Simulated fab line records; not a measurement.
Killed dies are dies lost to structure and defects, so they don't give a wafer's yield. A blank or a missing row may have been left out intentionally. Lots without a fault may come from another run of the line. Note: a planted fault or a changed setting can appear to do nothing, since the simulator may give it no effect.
The tool behind it: which one?    flow gf180mcu    42 wafers from 14 lots sampled at 4 of the route's 602 steps

== WHAT EACH GAUGE READ, for each wafer ==
GF_CONTACT_RS_MEAS_25: a four-point-probe measurement. Usual: CONTACT_W_RS typically reads 0.374 ohm/sq, with standard deviation 0.0063.
lot   measured      on            CONTACT_W_RS (ohm/sq)  flag
L258  day 16 06:47  filmMetro-01  0.374 0.381 0.380      
L259  day 16 13:24  filmMetro-01  0.367 0.365 0.372      
L261  day 17 08:34  filmMetro-03  0.379 0.377 0.378      
L262  day 17 15:11  filmMetro-01  0.373 0.375 0.369      
L264  day 18 16:29  filmMetro-03  0.365 0.380 0.365      
L269  day 20 06:11  filmMetro-01  0.368 0.365 0.369      
L271  day 21 04:29  filmMetro-03  0.374 0.382 0.380      
L273  day 21 20:04  filmMetro-01  0.374 0.378 0.365      
L274  day 21 23:46  filmMetro-03  0.372 0.369 0.373      
L275  day 22 12:57  filmMetro-04  0.368 0.370 0.386      
L276  day 22 14:49  filmMetro-03  0.378 0.364 0.377      
L279  day 23 17:41  filmMetro-03  0.376 0.379 0.378      
L280  day 24 03:34  filmMetro-04  0.374 0.376 0.374      
L281  day 24 11:34  filmMetro-03  0.367 0.368 0.379      

== TOOL THAT RAN EACH LOT (tool first, then ch and the chambers of the sampled wafers, then the start) ==
lot   GF_SALICIDE_SPUTTER_02       GF_SALICIDE_SPUTTER_03       GF_CONTACT_ETCH_17
L258  pvdSputter-03, day 15 07:46  pvdSputter-03, day 15 07:47  rieDiel-03 ch 0,1,2, day 16 06:00
L259  pvdSputter-02, day 15 14:35  pvdSputter-02, day 15 14:36  rieDiel-04 ch 0,1,2, day 16 12:00
L261  pvdSputter-01, day 16 07:37  pvdSputter-01, day 16 07:38  rieDiel-04 ch 1,2, day 17 07:00
L262  pvdSputter-02, day 16 13:49  pvdSputter-02, day 16 13:51  rieDiel-04 ch 0,3, day 17 14:00
L264  pvdSputter-02, day 17 15:07  pvdSputter-02, day 17 15:09  rieDiel-04 ch 0,1,3, day 18 15:00
L269  pvdSputter-01, day 19 03:37  pvdSputter-01, day 19 03:38  rieDiel-02 ch 2,3, day 20 05:00
L271  pvdSputter-03, day 20 02:21  pvdSputter-03, day 20 02:23  rieDiel-02 ch 0,2,3, day 21 03:00
L273  pvdSputter-01, day 20 18:19  pvdSputter-01, day 20 18:20  rieDiel-04 ch 1,2,3, day 21 19:00
L274  pvdSputter-03, day 20 22:04  pvdSputter-03, day 20 22:05  rieDiel-04 ch 0,1,3, day 21 23:00
L275  pvdSputter-01, day 21 11:26  pvdSputter-01, day 21 11:27  rieDiel-03 ch 1,2,3, day 22 12:00
L276  pvdSputter-02, day 21 13:34  pvdSputter-02, day 21 13:35  rieDiel-04 ch 0,1,2, day 22 14:00
L279  pvdSputter-03, day 22 16:40  pvdSputter-03, day 22 16:41  rieDiel-04 ch 0,1, day 23 17:00
L280  pvdSputter-03, day 23 02:55  pvdSputter-03, day 23 02:56  rieDiel-04 ch 1,2,3, day 24 02:00
L281  pvdSputter-02, day 23 10:37  pvdSputter-02, day 23 10:38  rieDiel-04 ch 1,2,3, day 24 10:00
- GF_SALICIDE_SPUTTER_02: material Co, target thk 10 nm, time 20 s.
- GF_SALICIDE_SPUTTER_03: material TiN, target thk 20 nm, time 16.7 s.
- GF_CONTACT_ETCH_17: etches SiO2 in C4F8/O2/Ar, stops on CoSi2, target depth 860 nm.

== WHAT THE TOOLS THEMSELVES READ (means of the sampled wafers that have a number; where no wafer has one, the mark that the record gives instead) ==
GF_SALICIDE_SPUTTER_02. Usual: cathodeDcPowerW 999.98 W, standard deviation 0.19; chamberPressurePa 0.4000 Pa, standard deviation 0.00078; throttleValvePct 29.9 %, standard deviation 1.1.
lot   tool           cathodeDcPowerW (W)  chamberPressurePa (Pa)  throttleValvePct (%)  flag
L258  pvdSputter-03  999.82               0.3998                  29.1                  
L259  pvdSputter-02  999.90               0.4000                  29.8                  
L261  pvdSputter-01  1000.03              0.3998                  29.8                  
L262  pvdSputter-02  999.85               0.3998                  29.6                  
L264  pvdSputter-02  1000.20              0.3999                  29.6                  
L269  pvdSputter-01  1000.02              0.3995                  30.2                  
L271  pvdSputter-03  999.69               0.4002                  29.3                  
L273  pvdSputter-01  999.93               0.4006                  29.5                  
L274  pvdSputter-03  1000.10              0.4003                  29.8                  
L275  pvdSputter-01  999.93               0.4011                  30.3                  
L276  pvdSputter-02  999.78               0.3995                  30.0                  
L279  pvdSputter-03  1000.07              0.4004                  28.7                  
L280  pvdSputter-03  999.94               0.3998                  29.7                  
L281  pvdSputter-02  999.99               0.3995                  30.4                  

GF_SALICIDE_SPUTTER_03. Usual: cathodeDcPowerW 6500.1 W, standard deviation 1; chamberPressurePa 0.4001 Pa, standard deviation 0.00086; throttleValvePct 29.8 %, standard deviation 1.1.
lot   tool           cathodeDcPowerW (W)  chamberPressurePa (Pa)  throttleValvePct (%)  flag
L258  pvdSputter-03  6499.9               0.4002                  29.1                  
L259  pvdSputter-02  6499.7               0.4005                  29.5                  
L261  pvdSputter-01  6499.4               0.4012                  29.9                  
L262  pvdSputter-02  6500.4               0.3998                  29.6                  
L264  pvdSputter-02  6499.8               0.3992                  29.5                  
L269  pvdSputter-01  6500.2               0.4010                  30.2                  
L271  pvdSputter-03  6499.4               0.3992                  29.3                  
L273  pvdSputter-01  6500.3               0.4008                  29.6                  
L274  pvdSputter-03  6499.3               0.4003                  29.9                  
L275  pvdSputter-01  6500.0               0.4000                  30.3                  
L276  pvdSputter-02  6499.2               0.4013                  30.1                  
L279  pvdSputter-03  6500.2               0.4005                  28.8                  
L280  pvdSputter-03  6499.7               0.4008                  29.9                  
L281  pvdSputter-02  6500.4               0.3999                  30.4                  

GF_CONTACT_ETCH_17. Usual: oesProductAu 0.816 a.u., standard deviation 0.0051; rfFwdPowerW 1495 W, standard deviation 5.1.
lot   tool        oesProductAu (a.u.)  rfFwdPowerW (W)  flag
L258  rieDiel-03  0.816                1495             
L259  rieDiel-04  0.817                1497             
L261  rieDiel-04  0.824                1496             
L262  rieDiel-04  0.814                1494             
L264  rieDiel-04  0.811                1488             
L269  rieDiel-02  0.818                1580             OFF
L271  rieDiel-02  0.813                1575             OFF
L273  rieDiel-04  0.815                1498             
L274  rieDiel-04  0.813                1494             
L275  rieDiel-03  0.818                1497             
L276  rieDiel-04  0.818                1496             
L279  rieDiel-04  0.813                1492             
L280  rieDiel-04  0.810                1496             
L281  rieDiel-04  0.809                1498             

== THE ANSWER, worked out from the rows above alone ==
Rule: take the mean of a lot's wafers that have a number; if it is more than 3 standard deviations from the usual mean, the lot is off. A lot without any number at a reading at which 4 lots or more have one is off too. Any other lot the step has rows for is counted as sound. First the gauges in route order, then the tools' own readings, where a lot's mean is used as printed above. The first step at which some lot is off is used, and at that step the reading that is off furthest; a lot without a number counts as furthest.
Off, at GF_CONTACT_ETCH_17 on rfFwdPowerW: L269, L271.
A tool fits if, at that step or a process step before it, it ran every lot that is off, and no sound lot after the first of them. One fits: GF_CONTACT_ETCH_17 on rieDiel-02. It ran no sound lot before its first lot that is off in this sample, so the start can't be narrowed down.
The tool's own readings at GF_CONTACT_ETCH_17 bear it out: on the lots that are off they differ by more than 5 times the standard deviation of the sound lots' means. rfFwdPowerW reads 1578 W there against 1495 W on the sound lots.

== WHAT WAS PUT IN BY THE SIMULATOR ==
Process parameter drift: rieDiel-02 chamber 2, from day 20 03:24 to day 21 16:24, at GF_CONTACT_ETCH_17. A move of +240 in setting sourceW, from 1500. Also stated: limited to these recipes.
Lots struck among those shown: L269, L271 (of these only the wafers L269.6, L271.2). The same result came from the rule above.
